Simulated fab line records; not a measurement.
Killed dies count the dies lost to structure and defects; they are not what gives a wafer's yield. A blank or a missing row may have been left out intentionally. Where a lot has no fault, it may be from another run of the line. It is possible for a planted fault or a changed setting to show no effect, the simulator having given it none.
Chamber matching	flow sky130	3 sister chambers for SKY_PASSIVATION_CVD_00 on pecvd-01
The step deposits SiO2, target thk 90 nm. 3 wafers are shown with their chamber, then 7 later ones without.

== WAFERS, EACH WITH ITS CHAMBER ==
wafer	chamber	heaterPowerW (W)
L971.6	1	655
L974.2	0	514
L974.3	2	748

== WAFERS WITHOUT THEIR CHAMBER ==
wafer	heaterPowerW (W)
L974.5	518
L978.3	725
L978.4	575
L978.5	492
L979.3	557
L979.4	542
L979.5	606

== THE CHAMBER EACH PASSED THROUGH ==
wafer	from the rows above	in truth
L974.5	0	0
L978.3	can't be placed: 2 or 1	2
L978.4	can't be placed: 0 or 1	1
L978.5	0	0
L979.3	can't be placed: 0 or 1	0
L979.4	0	0
L979.5	can't be placed: 1 or 0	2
Placed correctly: 3 of 7. From these rows, 4 cannot be placed; in 3 the true chamber is one of the candidates. 0 placed wrongly.
How it was worked out, from the rows above alone: a wafer's distance from a chamber is the root of the sum, over the readings, of the square of ((its reading less the chamber's mean) divided by the reading's scatter). The wafer belongs to the nearest chamber; if the next one is less than 2 further off, it can't be placed. Each chamber's mean is taken over the wafers shown for it. The scatter: root of mean squared gap, hidden wafer to nearest shown wafer, with one shown wafer a chamber.
